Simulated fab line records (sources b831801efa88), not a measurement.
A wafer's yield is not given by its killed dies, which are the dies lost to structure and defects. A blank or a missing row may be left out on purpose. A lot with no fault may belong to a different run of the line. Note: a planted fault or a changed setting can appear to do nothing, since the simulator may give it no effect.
Struck lot and sound lot, side by side || flow sky130 || 17 steps out of a route of 708
Sound: wafers L827.4, L827.5, L827.6. Struck: wafers L845.4, L845.5. (L845.1 of the same lot was not struck and is left out.) The cause comes at the end.
Per side, at each step with rows, come the tool, then ch with its chambers, and then its first start. Under that, the readings that differ: sound wafers || struck wafers || difference of the means || sigmas: that difference in standard deviations of wafers without a fault.
alike: same words and numbers on both sides, and readings whose means sit less than 2 such deviations apart. not compared: any withheld reading, any reading some wafer has no value for, any bound like >300 that may hide the same value, and any number with overlapping values for which the record gives no deviation.
Wherever a step has rows on one side only, a row that says differs or no value, or a row with sigmas, the two part there. Numbers that don't overlap but have no deviation are shown without sigmas and don't part them. Lack of a reading on every wafer of one side parts them only where that side has two or more wafers.

first, 3 steps without rows for these wafers: SKY_METAL4_CLEAN_21 (cleans in IPA, time 180 s); SKY_METAL4_CLEAN_22 (cleans in O3/DIW); SKY_VIA4_HDPCVD_00 (deposits SiO2, target thk 1750 nm, time 291.7 s).
SKY_VIA4_THK_MEAS_01:
  sound: film metro-02 at day 42 05:23; struck: film metro-03 at day 46 18:47
  alike: VIA4_HDPCVD_THK
SKY_VIA4_CMP_02: polishes SiO2.
  sound on cmp-01 ch 0,1, day 42 05:25; struck on cmp-02 ch 0,3, day 46 19:05
  alike: motor current A
SKY_VIA4_BOW_MEAS_03:
  sound: film metro-03 at day 42 05:46; struck: film metro-04 at day 46 19:23
  alike: VIA4_BOW
then, 6 steps without rows for these wafers: SKY_VIA4_DEHYDRATE_04 (time 60 s); SKY_VIA4_HMDS_05 (prime time 60 s); SKY_VIA4_COAT_06 (resist thk 1140 nm); SKY_VIA4_SOFTBAKE_07 (time 60 s); SKY_VIA4_EXPOSE_08 (exposes mask VIM4, target cd 800 nm); SKY_VIA4_PEB_09.
SKY_VIA4_DEVELOP_10: develop time 60 s.
  sound on litho track-03 ch 0, day 43 03:50; struck on litho track-01 ch 0, day 47 14:41
SKY_VIA4_OVL_MEAS_11:
  sound: overlay-01 at day 43 03:56; struck: overlay-02 at day 47 14:50
{"reading": "VIA4_OVL (nm)", "sound": "1.9 3.1 1.9", "struck": "-2.5 -1.5", "difference": -4.3, "sigmas": -3}
SKY_VIA4_ETCH_12: etches SiO2 in C4F8/O2/Ar, stops on TiN, target depth 580 nm.
  sound on rie diel-03 ch 1,2,3, day 43 03:59; struck on rie diel-04 ch 2,3, day 47 14:52
{"reading": "model.VIA4.cd nm (nm)", "sound": "799 801 798.4", "struck": "753.7 755.3", "difference": -45.0, "sigmas": ""}
  alike: oes product au
SKY_VIA4_STRIP_13: strips in O2/N2.
  sound on plasma asher-04 ch 0,1, day 43 04:03; struck on plasma asher-04 ch 0,1, day 47 14:57
  alike: drypump motor current A, oes product au, strip time to endpoint s
  not compared: rf hours counter h
-- the record jumps here: 2 days lie between the struck wafers' starts before and after (it left off in module VIA4 and takes up again in module PAD_OPEN, whose first step shown is number 708 of the route) --
SKY_PAD_OPEN_PROBE_99:
  sound: prober-02 at day 46 00:38; struck: prober-02 at day 50 02:14
{"reading": "model.etest.via4 chain.rc ohm", "sound": "0.7988 0.815 0.7929", "struck": "0.86 0.9019", "difference": "+0.08", "sigmas": ""}
  alike: defect limited yield, killed_at_M0_to_M3, killed_at_M4_up, killed at contacts, killed at front end, killed at other, killed dies, killed open, killed short, sort_bin_3_pad_short, sort_bin_5_function, sort_bin_6_memory, sort n pass, sort yield pct

## WHERE THEY PART
Only at SKY_VIA4_OVL_MEAS_11, within this record. Later steps at which nothing parts them and some readings are alike: SKY_VIA4_ETCH_12, SKY_VIA4_STRIP_13, SKY_PAD_OPEN_PROBE_99.

WHY: the cause the simulator had injected
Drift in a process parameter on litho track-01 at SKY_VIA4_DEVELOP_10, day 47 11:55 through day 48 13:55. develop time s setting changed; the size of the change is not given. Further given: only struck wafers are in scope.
